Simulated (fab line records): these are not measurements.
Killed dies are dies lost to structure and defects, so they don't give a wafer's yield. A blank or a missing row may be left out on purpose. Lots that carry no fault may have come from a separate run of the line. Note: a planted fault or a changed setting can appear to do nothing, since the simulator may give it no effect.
fab line records ; flow sfq-line
record lots=6; wafers=18; last-day=87
route steps=325 shown I2@107 M3@118 I3@133 M4@148 M8@325
lots untouched by any fault: they come from a run of this same line in which no faults occurred
start-h: hours from the record's first day to the start of the lot's first wafer shown ; wait-h: hours from the lot's prior step to this one ; " the same as in the row above ; L1.1+2: several wafers, shown together as one row ; - no value, or no start was given ; * or withheld: withheld ; < > ~ a bound
route shown NAME@n: a module of which the file shows steps, and the number in the route of the first ; usual: mean and standard deviation over wafers with no fault ; same: alike in all rows ; chamber/n: place in a boat ; sites: readings site by site ; _std_site: their standard deviation ; _edge_site: outer sites' mean less inner sites' ; radius-mm: how far each site lies from the wafer's centre ; mask NAME#n: copy n ; behind: the tool/chamber that last shaped the wafer ; hold: what put the lot on hold/how long, in hours/how the hold closed ; device: transistor that didn't switch, given as n, p or np ; end of line: tests run on the same wafers once the route is complete ; for a step that has no rows: nothing shown but its recipe ; killed: at the first sort, the dies lost to defects and structure; wafer yield is something else ; map: shows each die of a wafer: x if killed, . if not, _ if none is there
set.NAME: setting as actually run; set.NAME@STEP: the setting as run at that earlier step ; model.NAME: the simulator's own value behind a step, which no gauge read
a table for each step, a row for each wafer; lots at some steps of the route
services: the hour from which a tool's chamber was out of use, counted from the record's first day as start-h (under 0 if before that day), plus the number of hours and why
## steps
# step SFQ_TRILAYER_I2_VIA_LITHO_COAT_072
# recipe resist=BARC; spin-rpm=3000; resist-thk-nm=62
# step SFQ_TRILAYER_I2_VIA_LITHO_COAT_067
# recipe resist=KrF; spin-rpm=3000; resist-thk-nm=650
# step SFQ_TRILAYER_I2_VIA_LITHO_SOFTBAKE_071
# recipe temp-c=withheld; time-s=withheld; resist=KrF
# step SFQ_TRILAYER_I2_VIA_LITHO_EXPOSE_068
# recipe mask-id=I2; na=0.6; source-shape=conventional; sigma-outer=0.65; target-cd-nm=500; dose-mj=21.3
# step SFQ_TRILAYER_I2_VIA_LITHO_PEB_070
# recipe peb-temp-c=115; peb-time-s=60; resist=KrF
# step SFQ_TRILAYER_I2_VIA_LITHO_DEVELOP_069
# recipe time-s=60; resist=KrF
# step SFQ_I2_OVL_MEAS_918
# usual I2_OVL=1/6.3
lot.wafer;tool;chamber;start-h;wait-h;I2_OVL[nm]
L812.1;overlay-02;-;540.84;0.1;1
L812.3;overlay-02;-;540.84;0.1;5
L812.5;overlay-02;-;540.84;0.1;1
L818.4;overlay-01;-;607.81;0.1;-11
L818.5;overlay-01;-;607.81;0.1;-15
L818.6;overlay-01;-;607.81;0.1;-4
L831.1;overlay-01;-;766.94;0.1;-1
L831.2;overlay-01;-;766.94;0.1;10
L831.5;overlay-01;-;766.94;0.1;-4
L832.2;overlay-02;-;768.14;0.1;0
L832.3;overlay-02;-;768.14;0.1;-1
L832.6;overlay-02;-;768.14;0.1;3
L833.2;overlay-01;-;772.94;0.1;6
L833.4;overlay-01;-;772.94;0.1;11
L833.5;overlay-01;-;772.94;0.1;18
L835.4;overlay-02;-;780.16;0.1;8
L835.5;overlay-02;-;780.16;0.1;6
L835.6;overlay-02;-;780.16;0.1;4
# step SFQ_TRILAYER_I2_VIA_BARC_OPEN_VIA_ETCH_096
# recipe mask-material=PR; chemistry=O2; target-depth-nm=125; target=BARC; source-w=500; bias-w=80; pressure-mtorr=30; time-s=41.7
# usual drypump-motor-current-A=5.6/0.43; oes-product-au=0.685/0.0044; rf-fwd-power-W=495.0/2
lot.wafer;tool;chamber;start-h;wait-h;drypump-motor-current-A;oes-product-au;rf-fwd-power-W;rf-hours-counter-h
L812.1;rie-diel-03;3;540.87;0.0;4.7;0.692;498.7;19
L812.3;rie-diel-03;1;540.87;0.0;6.5;0.686;497.1;5
L812.5;rie-diel-03;2;540.87;0.0;5.7;0.693;495.3;-
L818.4;rie-diel-03;3;607.85;0.0;4.8;0.685;497.2;-
L818.5;rie-diel-03;2;607.85;0.0;5.7;0.690;494.9;-
L818.6;rie-diel-03;1;607.85;0.0;6.6;0.687;496.7;-
L831.1;rie-diel-02;1;766.97;0.0;5.5;0.683;492.6;5
L831.2;rie-diel-02;2;766.97;0.0;6.0;0.686;493.8;30
L831.5;rie-diel-02;3;766.97;0.0;5.6;0.679;493.8;-
L832.2;rie-diel-01;2;768.17;0.0;6.0;0.678;494.7;50
L832.3;rie-diel-01;0;768.17;0.0;5.5;0.692;500.0;2
L832.6;rie-diel-01;0;768.17;0.0;5.5;0.675;500.7;-
L833.2;rie-diel-03;1;772.97;0.0;6.6;0.682;496.6;8
L833.4;rie-diel-03;0;772.97;0.0;5.7;0.681;490.4;3
L833.5;rie-diel-03;3;772.97;0.0;4.8;0.681;496.3;-
L835.4;rie-diel-02;2;780.17;0.0;6.0;0.681;495.1;30
L835.5;rie-diel-02;3;780.17;0.0;5.5;0.683;493.5;-
L835.6;rie-diel-02;0;780.17;0.0;5.8;0.692;494.4;-
# step SFQ_TRILAYER_I2_VIA_ETCH_VIA_ETCH_070
# recipe target=SiO2; stop-on=Nb; mask-material=PR; taper-deg=20; chemistry=CHF3; target-depth-nm=260; source-w=500; bias-w=80; pressure-mtorr=30; time-s=withheld
# step SFQ_TRILAYER_I2_VIA_STRIP_STRIP_071
# recipe gas=O2; power-w=200; platen-temp-c=40; overash-fraction=0.65; chemistry=O2; pressure-mtorr=50
# step SFQ_TRILAYER_I2_VIA_STRIP_SOLV_CLEAN_072
# recipe chemistry=NMP; temp-c=70; time-s=600
# step SFQ_TRILAYER_M3_DEP_PRE_CLEAN_074
# recipe gas=Ar; time-s=22.5; bias-v=250
# step SFQ_TRILAYER_M3_DEP_SPUTTER_073
# recipe material=Nb; base-pressure-pa=1.33e-06; chamber-pressure-pa=0.1333; substrate-temp-c=20; resputter-cathode-voltage-v=400; target-thk-nm=200; power-w=2000; time-s=133.3
# usual throttle-valve-pct=29.8/1.2
lot.wafer;tool;chamber;start-h;wait-h;throttle-valve-pct;model.Nb_of_TRILAYER_M3_DEP_SPUTTER_073.thk-nm
L812.1;pvd-sputter-06;-;541.83;0.0;29.2;198.3
L812.3;pvd-sputter-06;-;541.83;0.0;31.2;199.3
L812.5;pvd-sputter-06;-;541.83;0.0;31.6;197.2
L818.4;pvd-sputter-06;-;609.43;0.0;30.6;201.9
L818.5;pvd-sputter-06;-;609.43;0.0;31.2;203.3
L818.6;pvd-sputter-06;-;609.43;0.0;29.0;202.3
L831.1;pvd-sputter-06;-;767.93;0.0;30.6;199
L831.2;pvd-sputter-06;-;767.93;0.0;28.9;199.8
L831.5;pvd-sputter-06;-;767.93;0.0;28.9;133
L832.2;pvd-sputter-04;-;769.33;0.0;29.4;197
L832.3;pvd-sputter-04;-;769.33;0.0;29.1;197.8
L832.6;pvd-sputter-04;-;769.33;0.0;29.0;197.6
L833.2;pvd-sputter-06;-;773.93;0.0;31.4;201.1
L833.4;pvd-sputter-06;-;773.93;0.0;29.4;131.5
L833.5;pvd-sputter-06;-;773.93;0.0;30.8;130.4
L835.4;pvd-sputter-03;-;781.19;0.0;31.7;198.8
L835.5;pvd-sputter-03;-;781.19;0.0;30.3;198.4
L835.6;pvd-sputter-03;-;781.19;0.0;28.1;198.1
# step SFQ_M3_RS_MEAS_919
# recipe thk-meas-gauge=four-point-probe; reads=Nb_of_TRILAYER_M3_DEP_SPUTTER_073
# usual M3_NB_RS=0.892/0.011
lot.wafer;tool;chamber;start-h;wait-h;M3_NB_RS[ohm/sq]
L812.1;film-metro-03;-;541.92;0.0;0.895
L812.3;film-metro-03;-;541.92;0.0;0.891
L812.5;film-metro-03;-;541.92;0.0;0.902
L818.4;film-metro-03;-;609.54;0.1;0.881
L818.5;film-metro-03;-;609.54;0.1;0.873
L818.6;film-metro-03;-;609.54;0.1;0.878
L831.1;film-metro-01;-;768.02;0.0;0.894
L831.2;film-metro-01;-;768.02;0.0;0.890
L831.5;film-metro-01;-;768.02;0.0;1.343
L832.2;film-metro-03;-;769.44;0.1;0.902
L832.3;film-metro-03;-;769.44;0.1;0.899
L832.6;film-metro-03;-;769.44;0.1;0.899
L833.2;film-metro-02;-;774.04;0.1;0.888
L833.4;film-metro-02;-;774.04;0.1;1.366
L833.5;film-metro-02;-;774.04;0.1;1.378
L835.4;film-metro-02;-;781.30;0.1;0.898
L835.5;film-metro-02;-;781.30;0.1;0.901
L835.6;film-metro-02;-;781.30;0.1;0.900
# step SFQ_TRILAYER_M3_LITHO_COAT_080
# recipe resist=BARC; spin-rpm=3000; resist-thk-nm=62
# step SFQ_TRILAYER_M3_LITHO_COAT_075
# recipe resist=KrF; spin-rpm=3000; resist-thk-nm=600
# step SFQ_TRILAYER_M3_LITHO_SOFTBAKE_079
# recipe temp-c=withheld; time-s=withheld; resist=KrF
# step SFQ_TRILAYER_M3_LITHO_EXPOSE_076
# recipe mask-id=M3; na=0.6; source-shape=conventional; sigma-outer=0.65; target-cd-nm=500; dose-mj=14.4
# step SFQ_TRILAYER_M3_LITHO_PEB_078
# recipe peb-temp-c=115; peb-time-s=60; resist=KrF
# step SFQ_TRILAYER_M3_LITHO_DEVELOP_077
# recipe time-s=60; resist=KrF
# step SFQ_M3_OVL_MEAS_921
# usual M3_OVL=1/5.5
lot.wafer;tool;chamber;start-h;wait-h;M3_OVL[nm]
L812.1;overlay-01;-;555.04;0.1;6
L812.3;overlay-01;-;555.04;0.1;3
L812.5;overlay-01;-;555.04;0.1;-9
L818.4;overlay-02;-;627.51;0.1;3
L818.5;overlay-02;-;627.51;0.1;12
L818.6;overlay-02;-;627.51;0.1;5
L831.1;overlay-02;-;918.85;0.1;6
L831.2;overlay-02;-;918.85;0.1;-2
L831.5;overlay-02;-;918.85;0.1;11
L832.2;overlay-02;-;921.25;0.1;3
L832.3;overlay-02;-;921.25;0.1;-6
L832.6;overlay-02;-;921.25;0.1;4
L833.2;overlay-01;-;923.65;0.1;6
L833.4;overlay-01;-;923.65;0.1;7
L833.5;overlay-01;-;923.65;0.1;2
L835.4;overlay-01;-;930.86;0.1;-6
L835.5;overlay-01;-;930.86;0.1;-3
L835.6;overlay-01;-;930.86;0.1;-5
# step SFQ_TRILAYER_M3_BARC_OPEN_METAL_ETCH_100
# recipe mask-material=PR; chemistry=O2; target-depth-nm=125; target=BARC; icp-w=600; bias-w=80; pressure-mtorr=10; time-s=41.7
# usual drypump-motor-current-A=5.39/0.28; he-backside-leak-sccm=3.5/0.37; oes-product-au=0.684/0.0049; rf-fwd-power-W=592.6/2.3
lot.wafer;tool;chamber;start-h;wait-h;drypump-motor-current-A;he-backside-leak-sccm;oes-product-au;rf-fwd-power-W;rf-hours-counter-h
L812.1;rie-metal-02;0;555.07;0.0;5.51;3.3;0.682;595.5;60
L812.3;rie-metal-02;0;555.07;0.0;5.48;3.4;0.690;596.4;-
L812.5;rie-metal-02;0;555.07;0.0;5.49;3.2;0.681;596.2;-
L818.4;rie-metal-02;0;627.55;0.0;5.50;3.4;0.676;592.8;-
L818.5;rie-metal-02;0;627.55;0.0;5.48;3.7;0.689;591.1;-
L818.6;rie-metal-02;1;627.55;0.0;5.69;3.2;0.689;590.3;-
L831.1;rie-metal-02;1;918.88;0.0;5.69;3.4;0.688;587.6;151
L831.2;rie-metal-02;0;918.88;0.0;5.48;3.5;0.697;594.7;115
L831.5;rie-metal-02;1;918.88;0.0;5.69;3.6;0.686;592.1;-
L832.2;rie-metal-04;0;921.28;0.0;4.88;3.5;0.680;592.1;48
L832.3;rie-metal-04;1;921.28;0.0;5.47;6.0;0.678;594.3;-
L832.6;rie-metal-04;0;921.28;0.0;4.87;3.4;0.689;593.3;-
L833.2;rie-metal-02;1;923.68;0.0;5.66;3.4;0.684;589.8;152
L833.4;rie-metal-02;0;923.68;0.0;5.46;3.4;0.686;597.1;-
L833.5;rie-metal-02;0;923.68;0.0;5.47;3.6;0.683;595.2;-
L835.4;rie-metal-04;1;930.90;0.0;5.45;3.7;0.685;590.8;-
L835.5;rie-metal-04;0;930.90;0.0;4.87;3.3;0.687;591.1;-
L835.6;rie-metal-04;1;930.90;0.0;5.45;3.7;0.677;591.8;-
# step SFQ_TRILAYER_M3_ETCH_METAL_ETCH_078
# recipe target=Nb; stop-on=SiO2; mask-material=PR; chemistry=Cl2/Ar; target-depth-nm=240; icp-w=600; bias-w=80; pressure-mtorr=10; time-s=120
# usual drypump-motor-current-A=5.39/0.28; he-backside-leak-sccm=3.51/0.19; oes-product-au=0.893/0.0074; rf-fwd-power-W=596.1/1.8
lot.wafer;tool;chamber;start-h;wait-h;drypump-motor-current-A;he-backside-leak-sccm;oes-product-au;rf-fwd-power-W;rf-hours-counter-h
L812.1;rie-metal-02;0;555.13;0.0;5.49;3.73;0.892;594.5;60
L812.3;rie-metal-02;0;555.13;0.0;5.46;3.53;0.890;596.9;-
L812.5;rie-metal-02;0;555.13;0.0;5.50;3.37;0.879;595.1;-
L818.4;rie-metal-02;0;627.63;0.1;5.50;3.58;0.894;599.7;-
L818.5;rie-metal-02;0;627.63;0.1;5.48;3.81;0.907;598.5;-
L818.6;rie-metal-02;1;627.63;0.1;5.66;3.44;0.904;596.6;-
L831.1;rie-metal-02;1;918.94;0.0;5.71;3.72;0.896;595.7;151
L831.2;rie-metal-02;0;918.94;0.0;5.49;3.41;0.889;598.1;115
L831.5;rie-metal-02;1;918.94;0.0;5.69;3.74;0.717;599.0;-
L832.2;rie-metal-04;0;921.34;0.0;4.88;3.50;0.881;595.3;48
L832.3;rie-metal-04;1;921.34;0.0;5.45;3.72;0.892;595.4;-
L832.6;rie-metal-04;0;921.34;0.0;4.90;3.46;0.885;596.2;-
L833.2;rie-metal-02;1;923.74;0.0;5.68;3.49;0.910;594.7;152
L833.4;rie-metal-02;0;923.74;0.0;5.47;3.41;0.715;597.9;-
L833.5;rie-metal-02;0;923.74;0.0;5.47;3.45;0.717;598.9;-
L835.4;rie-metal-04;1;930.98;0.1;5.48;3.71;0.886;599.9;-
L835.5;rie-metal-04;0;930.98;0.1;4.90;3.23;0.890;595.9;-
L835.6;rie-metal-04;1;930.98;0.1;5.46;3.66;0.887;597.0;-
# step SFQ_TRILAYER_M3_STRIP_STRIP_079
# recipe gas=O2; power-w=200; platen-temp-c=40; overash-fraction=0.65; chemistry=O2; pressure-mtorr=50
# step SFQ_TRILAYER_M3_STRIP_SOLV_CLEAN_080
# recipe chemistry=NMP; temp-c=70; time-s=600
# step SFQ_TRILAYER_I3_DEP_PECVD_081
# recipe material=SiO2; temp-c=150; time-s=111.11; pressure-torr=2.4; rf-w=183.3; precursor=SiH4/N2O; target-thk-nm=500
# usual heater-power-outer-w=35/14; heater-power-w=95/22; rf-fwd-power-W=182.3/0.6; throttle-valve-pct=25.2/2
lot.wafer;tool;chamber;start-h;wait-h;heater-power-outer-w;heater-power-w;rf-fwd-power-W;throttle-valve-pct
L812.1;pecvd-03;1;556.03;0.0;28;79;182.9;26.7
L812.3;pecvd-03;2;556.03;0.0;63;127;181.3;23.5
L812.5;pecvd-03;0;556.03;0.0;28;84;182.9;24.3
L818.4;pecvd-03;0;628.53;0.0;28;82;182.7;24.4
L818.5;pecvd-03;1;628.53;0.0;23;72;181.9;26.9
L818.6;pecvd-03;2;628.53;0.0;48;110;181.8;23.9
L831.1;pecvd-04;1;919.84;0.0;38;109;181.0;24.7
L831.2;pecvd-04;0;919.84;0.0;34;97;182.2;28.4
L831.5;pecvd-04;2;919.84;0.0;57;139;183.4;28.2
L832.2;pecvd-03;1;922.24;0.0;23;73;181.9;27.8
L832.3;pecvd-03;2;922.24;0.0;59;127;181.7;24.4
L832.6;pecvd-03;0;922.24;0.0;40;102;183.3;24.9
L833.2;pecvd-02;2;924.64;0.0;17;73;181.8;24.0
L833.4;pecvd-02;1;924.64;0.0;20;71;182.4;22.1
L833.5;pecvd-02;2;924.64;0.0;20;76;181.6;24.5
L835.4;pecvd-03;0;931.88;0.0;38;96;182.1;24.9
L835.5;pecvd-03;2;931.88;0.0;49;108;182.3;24.1
L835.6;pecvd-03;1;931.88;0.0;26;74;182.8;27.7
# step SFQ_TRILAYER_I3_CMP_CMP_082
# recipe material=SiO2; down-force-psi=3; platen-rpm=60; pad-velocity-m-s=0.94248
# step SFQ_I3_BOW_MEAS_922
# recipe mode=bow
# usual I3_BOW=2/9.1
lot.wafer;tool;chamber;start-h;wait-h;I3_BOW[um]
L812.1;film-metro-01;-;575.20;2.0;-5
L812.3;film-metro-01;-;575.20;2.0;-26
L812.5;film-metro-01;-;575.20;2.0;-9
L818.4;film-metro-01;-;667.19;2.1;20
L818.5;film-metro-01;-;667.19;2.1;21
L818.6;film-metro-01;-;667.19;2.1;11
L831.1;film-metro-01;-;923.24;1.5;-11
L831.2;film-metro-01;-;923.24;1.5;12
L831.5;film-metro-01;-;923.24;1.5;4
L832.2;film-metro-04;-;925.74;1.5;8
L832.3;film-metro-04;-;925.74;1.5;17
L832.6;film-metro-04;-;925.74;1.5;2
L833.2;film-metro-02;-;928.74;2.0;7
L833.4;film-metro-02;-;928.74;2.0;4
L833.5;film-metro-02;-;928.74;2.0;5
L835.4;film-metro-02;-;935.58;1.1;-4
L835.5;film-metro-02;-;935.58;1.1;-1
L835.6;film-metro-02;-;935.58;1.1;-7
# step SFQ_TRILAYER_I3_METRO_MEASURE_083
# step SFQ_TRILAYER_I3_VIA_LITHO_COAT_090
# recipe resist=BARC; spin-rpm=3000; resist-thk-nm=62
# step SFQ_TRILAYER_I3_VIA_LITHO_COAT_085
# recipe resist=KrF; spin-rpm=3000; resist-thk-nm=650
# step SFQ_TRILAYER_I3_VIA_LITHO_SOFTBAKE_089
# recipe temp-c=withheld; time-s=withheld; resist=KrF
# step SFQ_TRILAYER_I3_VIA_LITHO_EXPOSE_086
# recipe mask-id=I3; na=0.6; source-shape=conventional; sigma-outer=0.65; target-cd-nm=500; dose-mj=21.3
# step SFQ_TRILAYER_I3_VIA_LITHO_PEB_088
# recipe peb-temp-c=115; peb-time-s=60; resist=KrF
# step SFQ_TRILAYER_I3_VIA_LITHO_DEVELOP_087
# recipe time-s=60; resist=KrF
# step SFQ_I3_OVL_MEAS_923
# usual I3_OVL=-2/5.6
lot.wafer;tool;chamber;start-h;wait-h;I3_OVL[nm]
L812.1;overlay-01;-;711.26;0.1;2
L812.3;overlay-01;-;711.26;0.1;5
L812.5;overlay-01;-;711.26;0.1;6
L818.4;overlay-01;-;813.76;0.1;2
L818.5;overlay-01;-;813.76;0.1;14
L818.6;overlay-01;-;813.76;0.1;-1
L831.1;overlay-02;-;927.49;0.1;-1
L831.2;overlay-02;-;927.49;0.1;-6
L831.5;overlay-02;-;927.49;0.1;-5
L832.2;overlay-02;-;929.90;0.1;1
L832.3;overlay-02;-;929.90;0.1;-6
L832.6;overlay-02;-;929.90;0.1;1
L833.2;overlay-01;-;932.30;0.1;7
L833.4;overlay-01;-;932.30;0.1;6
L833.5;overlay-01;-;932.30;0.1;5
L835.4;overlay-01;-;939.11;0.1;-4
L835.5;overlay-01;-;939.11;0.1;-3
L835.6;overlay-01;-;939.11;0.1;-8
# step SFQ_TRILAYER_I3_VIA_BARC_OPEN_VIA_ETCH_121
# recipe mask-material=PR; chemistry=O2; target-depth-nm=125; target=BARC; source-w=500; bias-w=80; pressure-mtorr=30; time-s=41.7
# step SFQ_TRILAYER_I3_VIA_ETCH_VIA_ETCH_088
# recipe target=SiO2; stop-on=Nb; mask-material=PR; taper-deg=20; chemistry=CHF3; target-depth-nm=260; source-w=500; bias-w=80; pressure-mtorr=30; time-s=withheld
# usual drypump-motor-current-A=5.9/0.47; oes-product-au=0.854/0.005; rf-fwd-power-W=498.0/1.5
lot.wafer;tool;chamber;start-h;wait-h;drypump-motor-current-A;oes-product-au;rf-fwd-power-W
L812.1;rie-diel-04;3;711.34;0.0;6.2;0.855;498.4
L812.3;rie-diel-04;0;711.34;0.0;6.5;0.853;498.2
L812.5;rie-diel-04;0;711.34;0.0;6.5;0.853;498.8
L818.4;rie-diel-02;0;813.81;0.0;5.8;0.860;495.6
L818.5;rie-diel-02;2;813.81;0.0;6.0;0.851;497.6
L818.6;rie-diel-02;1;813.81;0.0;5.5;0.856;495.4
L831.1;rie-diel-03;0;927.57;0.0;5.7;0.860;499.9
L831.2;rie-diel-03;3;927.57;0.0;4.8;0.856;497.9
L831.5;rie-diel-03;1;927.57;0.0;6.6;0.849;498.7
L832.2;rie-diel-02;2;929.97;0.0;6.0;0.858;497.4
L832.3;rie-diel-02;1;929.97;0.0;5.4;0.854;498.8
L832.6;rie-diel-02;2;929.97;0.0;6.0;0.852;497.8
L833.2;rie-diel-03;1;932.37;0.0;6.6;0.847;498.2
L833.4;rie-diel-03;3;932.37;0.0;4.8;0.843;499.1
L833.5;rie-diel-03;1;932.37;0.0;6.6;0.851;499.2
L835.4;rie-diel-04;0;939.17;0.0;6.6;0.854;499.0
L835.5;rie-diel-04;1;939.17;0.0;5.7;0.845;496.0
L835.6;rie-diel-04;0;939.17;0.0;6.5;0.854;499.3
# step SFQ_TRILAYER_I3_VIA_STRIP_STRIP_089
# recipe gas=O2; power-w=200; platen-temp-c=40; overash-fraction=0.65; chemistry=O2; pressure-mtorr=50
# usual drypump-motor-current-A=5.6/0.43; he-backside-leak-sccm=3.45/0.19; oes-product-au=0.998/0.0067
lot.wafer;tool;chamber;start-h;wait-h;drypump-motor-current-A;he-backside-leak-sccm;oes-product-au;rf-hours-counter-h
L812.1;rie-metal-01;0;711.45;-;5.3;3.12;1.001;1
L812.3;rie-metal-01;0;711.45;-;5.4;3.35;1.004;-
L812.5;rie-metal-01;1;711.45;-;5.4;3.60;1.013;-
L818.4;rie-metal-01;1;814.13;-;5.4;3.51;0.999;-
L818.5;rie-metal-01;0;814.13;-;5.3;3.22;0.998;-
L818.6;rie-metal-01;1;814.13;-;5.4;3.53;0.994;-
L831.1;rie-metal-03;1;927.68;-;6.4;3.32;0.995;108
L831.2;rie-metal-03;0;927.68;-;5.1;3.61;0.995;140
L831.5;rie-metal-03;1;927.68;-;6.4;3.34;1.005;-
L832.2;rie-metal-02;0;930.08;-;5.5;3.63;1.004;117
L832.3;rie-metal-02;1;930.08;-;5.7;3.64;0.989;-
L832.6;rie-metal-02;0;930.08;-;5.5;3.99;0.993;-
L833.2;rie-metal-03;1;932.48;-;6.4;3.40;0.992;108
L833.4;rie-metal-03;0;932.48;-;5.1;3.69;1.001;-
L833.5;rie-metal-03;1;932.48;-;6.4;3.25;1.001;-
L835.4;rie-metal-02;0;939.48;-;5.5;3.57;0.998;-
L835.5;rie-metal-02;1;939.48;-;5.7;3.63;0.997;-
L835.6;rie-metal-02;0;939.48;-;5.5;3.59;1.004;-
# step SFQ_TRILAYER_I3_VIA_STRIP_SOLV_CLEAN_090
# recipe chemistry=NMP; temp-c=70; time-s=600
# step SFQ_TRILAYER_M4_DEP_PRE_CLEAN_092
# recipe gas=Ar; time-s=22.5; bias-v=250
# step SFQ_M8_BOW_MEAS_951
# recipe mode=bow
# usual M8_BOW=5/12
lot.wafer;tool;chamber;start-h;wait-h;M8_BOW[um];model.etest.m3.ohm-um;model.etest.i2.link-ohm;model.etest.m3.ohm-sq;model.etest.i3.link-ohm
L812.1;film-metro-04;-;1933.86;0.0;-5;1.794;1.981;0.8966;1.974
L812.3;film-metro-04;-;1933.86;0.0;-27;1.787;1.972;0.892;1.973
L812.5;film-metro-04;-;1933.86;0.0;-9;1.806;1.988;0.9015;1.959
L818.4;film-metro-04;-;1997.52;0.1;24;1.764;1.951;0.8809;1.954
L818.5;film-metro-04;-;1997.52;0.1;23;1.754;1.949;0.8748;1.943
L818.6;film-metro-04;-;1997.52;0.1;14;1.762;1.958;0.8789;1.948
L831.1;film-metro-04;-;2061.52;0.0;-18;1.791;1.969;0.8935;1.976
L831.2;film-metro-04;-;2061.52;0.0;8;1.785;1.973;0.8899;1.971
L831.5;film-metro-04;-;2061.52;0.0;-3;2.678;2.512;1.337;2.416
L832.2;film-metro-02;-;2065.24;0.0;9;1.801;1.982;0.9025;1.991
L832.3;film-metro-02;-;2065.24;0.0;18;1.798;1.969;0.8991;1.984
L832.6;film-metro-02;-;2065.24;0.0;3;1.793;1.976;0.9;1.988
L833.2;film-metro-04;-;2074.64;0.0;4;1.772;1.97;0.884;1.965
L833.4;film-metro-04;-;2074.64;0.0;1;2.694;2.539;1.353;2.425
L833.5;film-metro-04;-;2074.64;0.0;3;2.725;2.544;1.364;2.441
L835.4;film-metro-02;-;2078.28;0.1;-2;1.782;1.98;0.8946;1.966
L835.5;film-metro-02;-;2078.28;0.1;1;1.781;1.981;0.8963;1.966
L835.6;film-metro-02;-;2078.28;0.1;-6;1.789;1.98;0.8977;1.97
## services
tool;chamber;start-h;hours;kind
rie-diel-03;-;525.03;1.1;repair
rie-diel-03;-;551.62;0.7;repair
pecvd-03;-;577.53;1.5;repair
pvd-sputter-06;-;584.75;21.9;repair
rie-diel-03;2;593.60;9.3;repair
rie-diel-04;3;608.39;6.6;repair
rie-diel-03;-;618.74;0.5;repair
rie-diel-03;-;634.55;0.2;repair
rie-metal-04;1;646.70;8.3;repair
rie-diel-03;-;659.72;1.7;repair
rie-metal-04;1;663.43;10.3;repair
rie-metal-01;1;664.16;7.1;repair
rie-diel-04;0;664.66;4.5;repair
pvd-sputter-06;-;701.83;4.8;repair
pecvd-03;2;705.62;16.7;repair
rie-diel-03;0;730.55;4.3;repair
rie-diel-03;-;758.82;2.8;pm
rie-diel-02;-;803.77;1.0;repair
rie-diel-02;0;837.34;4.5;repair
rie-diel-02;2;838.41;3.3;repair
rie-diel-03;0;856.93;3.9;repair
pvd-sputter-06;-;897.92;1.7;repair
rie-diel-03;-;909.11;0.3;repair
rie-diel-02;3;915.61;9.3;repair
## key
first-sign step=SFQ_M3_RS_MEAS_919; reading=M3_NB_RS; direction=up; sigmas=44; usual=0.892; struck=1.362
effect step=SFQ_TRILAYER_M3_ETCH_METAL_ETCH_078; reading=oes-product-au; direction=down; sigmas=24; usual=0.893; struck=0.717
model-effect step=SFQ_TRILAYER_M3_DEP_SPUTTER_073; value=Nb_of_TRILAYER_M3_DEP_SPUTTER_073.thk-nm; without=199; struck=131.6
model-effect step=SFQ_M8_BOW_MEAS_951; value=etest.m3.ohm-um; without=1.785; struck=2.699
met-at SFQ_TRILAYER_M3_DEP_SPUTTER_073
struck-wafers L831.5,L833.4,L833.5
onset-between 609.43 767.93
fault kind=process-parameter-drift; tool=pvd-sputter-06; chamber=-; onset-h=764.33; steps=SFQ_TRILAYER_M3_DEP_SPUTTER_073; channel=target-thk-nm; offset=-67.426; shape=step; end-h=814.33; scope=struck-wafers-only; acts-in=these-recipes-only; stated=200
